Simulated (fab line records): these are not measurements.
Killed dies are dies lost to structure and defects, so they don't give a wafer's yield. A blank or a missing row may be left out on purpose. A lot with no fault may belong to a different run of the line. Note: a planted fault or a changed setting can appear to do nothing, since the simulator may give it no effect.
Split-lot study	flow gf180mcu	23 wafers read across 5 lots, on a route 602 steps long

== ABOUT THE SPLIT ==
At GF_V2_CVD_23 (deposits W, target thk 350 nm, time 104.94 s), the setting temp c was moved away from the recipe's 400 C on 7 of the 23 wafers read, by -2.9% to +2.0%. All remaining wafers had this setting at the recipe value.

== THE PATH FROM SPLIT TO READING: the file shows 1 step between them ==
- GF_V2_RS_MEAS_24: measures by four-point-probe

== THE READING ==
V2_W_THK, in nm, at GF_V2_THK_MEAS_25 (measures by xrf). Typical for fault-free wafers on this fab line: 342 nm, with standard deviation 4.1 nm.

wafer	tool, chamber at the split	temp c as run, C	against the recipe	V2_W_THK, nm	against lot-mates on the recipe
L074.2	cvd w-02, 1	408.2	+2.0%	391	+47
L074.3	cvd w-02, 0	400	recipe	347	-
L074.4	cvd w-02, 1	408.2	+2.0%	396	+52
L074.5	cvd w-02, 0	400	recipe	345	-
L074.6	cvd w-02, 1	400	recipe	341	-
L075.1	cvd w-01, 0	400	recipe	342	-
L075.2	cvd w-01, 1	388.5	-2.9%	283	-62
L075.3	cvd w-01, 0	388.5	-2.9%	273	-72
L075.4	cvd w-01, 1	400	recipe	347	-
L075.5	cvd w-01, 0	400	recipe	346	-
L076.2	cvd w-02, 1	400	recipe	340	-
L076.5	cvd w-02, 0	400	recipe	339	-
L076.6	cvd w-02, 1	400	recipe	339	-
L080.1	cvd w-01, 1,0	400	recipe	335	-
L080.2	cvd w-01, 1,0	400	recipe	339	-
L080.3	cvd w-01, 0	400	recipe	337	-
L080.4	cvd w-01, 1	400	recipe	336	-
L080.5	cvd w-01, 1	400	recipe	342	-
L085.1	cvd w-01, 0	400	recipe	335	-
L085.2	cvd w-01, 1	396.6	-0.8%	322	-16
L085.4	cvd w-01, 1	400	recipe	342	-
L085.5	cvd w-01, 1	396.6	-0.8%	320	-18
L085.6	cvd w-01, 0	396.6	-0.8%	318	-20
The file does not say which wafer passed through which chamber wherever a row lists several chambers: such a row stands for several wafers.

FIT RESULTS
A straight line over all 23 wafers: V2_W_THK changes by +23.4 nm for each +1% of temp c; r = +0.99; the points scatter about the line by 4.3 nm.
The same after taking each lot's own level away (the mean of its wafers on the recipe; 23 wafers): +23.4 nm for each +1%; r = +0.99; scatter 2.8 nm.
That fit puts the effect of the largest move of temp c on the reading at 67 nm.
From 337.8 to 345.0 nm: that is the span of the lots' own levels, equal to 1.8 times the standard deviation above.
Consequently the slope shifts little with the lot-to-lot level, the two slopes agreeing.
Check: with one of the wafers moved furthest among these (-2.9%) left out of the fit, the line predicts -69.5 nm for it against its lot-mates. Against them it came out at -62 nm.

== THE WHOLE CHAIN: every reading that the file lists as answering this split, in the file's order ==
step	what it does	reading	change (the file's fit)	r (the file's)
GF_V2_CVD_23	deposits W, target thk 350 nm, time 104.94 s	W_of_V2_CVD_23.thk nm (the simulator's own value, which no gauge read)	+24.4 nm for each +1% of the setting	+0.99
GF_V2_RS_MEAS_24	measures by four-point-probe	V2_W_RS	-0.0254 for each +1% of the setting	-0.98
GF_V2_THK_MEAS_25	measures by xrf	V2_W_THK	+23.4 for each +1% of the setting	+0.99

== THE FILE'S OWN FIT ==
V2_W_THK changes by +23.4 nm for each +1% of temp c, r = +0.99.
